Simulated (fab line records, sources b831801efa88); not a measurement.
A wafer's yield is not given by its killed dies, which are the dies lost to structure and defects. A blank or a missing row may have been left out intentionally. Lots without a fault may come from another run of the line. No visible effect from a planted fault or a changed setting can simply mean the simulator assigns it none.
Problem report, 8D (eight disciplines) form, completed by code -- flow gf180mcu -- the parts of the form that need people (team, actions taken, sign-off) are left out

## 1. THE PROBLEM
Mean HV_LDD_CVD_56_THK at GF_HV_LDD_THK_MEAS_57: 85.8 nm over 6 wafers in 2 lots; fault-free wafers: 90.5 nm, standard deviation 0.84. Relative to the usual mean, that is a shift of -5.7 standard deviations.
Earliest sighting: wafer L832.3 on film_metro-01 at day 17 01:36. Wafers with a number at this step in the record: 36, from 12 lots. Rule for "out", or "out of limits": more than 4 standard deviations from the usual mean. The rest of the wafers with a number are treated as sound.

## 2. WHAT IT IS; WHAT IT IS NOT
question,is,is not
which readings at this step,HV_LDD_CVD_56_THK,-
which lots,"L832, L834","L819, L822, L823, L824, L827, L829, L831, L833, L835, L842"
which wafers of those lots,all that have a number,-
read on which gauges,film_metro-01,"film_metro-02, film_metro-03"
when,from day 17 01:36,"up to then (21 sound wafers); but 9 sound wafers of L833, L835, L842 came after"

## 3. SUSPECTS, AND WHAT RULES EACH OUT
Counting: a tool at a process step up to the reading stays a suspect if it ran every lot that is out and no sound lot after the first of them.
- the gauge at GF_HV_LDD_THK_MEAS_57: kept. All the wafers that are out were read on film_metro-01, and no step on other tools shows them out.
- rtp_anneal-02 at GF_VT_IMPLANT_RTA_45 (time 30 s): ruled out as a lasting fault. After its first lot that is out, L832 (day 11 05:59), sound lots L833, L842 ran on it.
- lpcvd-02 at GF_HV_LDD_CVD_56 (deposits Si3N4 from DCS/NH3, target thk 90 nm, time 1543 s): kept. Every lot that is out went through it, starting with L832 (day 17 00:09), and after that it ran no sound lot; the last sound lot it ran before then is L831 (day 16 14:42).
Remaining after the count are lpcvd-02 at GF_HV_LDD_CVD_56 and film_metro-01 at GF_HV_LDD_THK_MEAS_57.

## 4. THE CAUSE (what the simulator had put in)
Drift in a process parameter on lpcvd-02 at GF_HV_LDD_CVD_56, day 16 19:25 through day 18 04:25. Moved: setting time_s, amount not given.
Counting left 2 suspects, and this tool is among them.

## 5. THE CHAIN OF EFFECTS, in route order
One row per reading whose mean, taken over the struck wafers that have a number, lies over 3 standard deviations from the usual. Only readings whose record carries a usual standard deviation are examined. hours: median over the lots of the time between each lot's start at the first step of this table that gives one and its start at this step. sigmas: the change, counted in usual standard deviations.
hours,step,reading,usual,on struck wafers,change,sigmas
0,GF_HV_LDD_THK_MEAS_57,HV_LDD_CVD_56_THK,90.5 nm,85.8,-4.8,-5.7
0,GF_HV_LDD_ETCHBACK_58,oes_product_au,0.845 a.u.,0.819,-0.026,-3.9
It contains these process steps:
- GF_HV_LDD_ETCHBACK_58: etches Si3N4 in CH3F/O2, stops on SiO2, time 100 s, target depth 90 nm.

## 6. WHAT WOULD HAVE CAUGHT IT SOONER
Counted from the fault's start at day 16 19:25, it took 6 hours until the first out-of-limits reading at a measuring or inspecting step in this record, taken at day 17 01:36.
Of the lots that are out (2), L834 began GF_HV_LDD_CVD_56 on lpcvd-02 after day 17 01:36. Had the tool been put on hold then, it would have been spared.
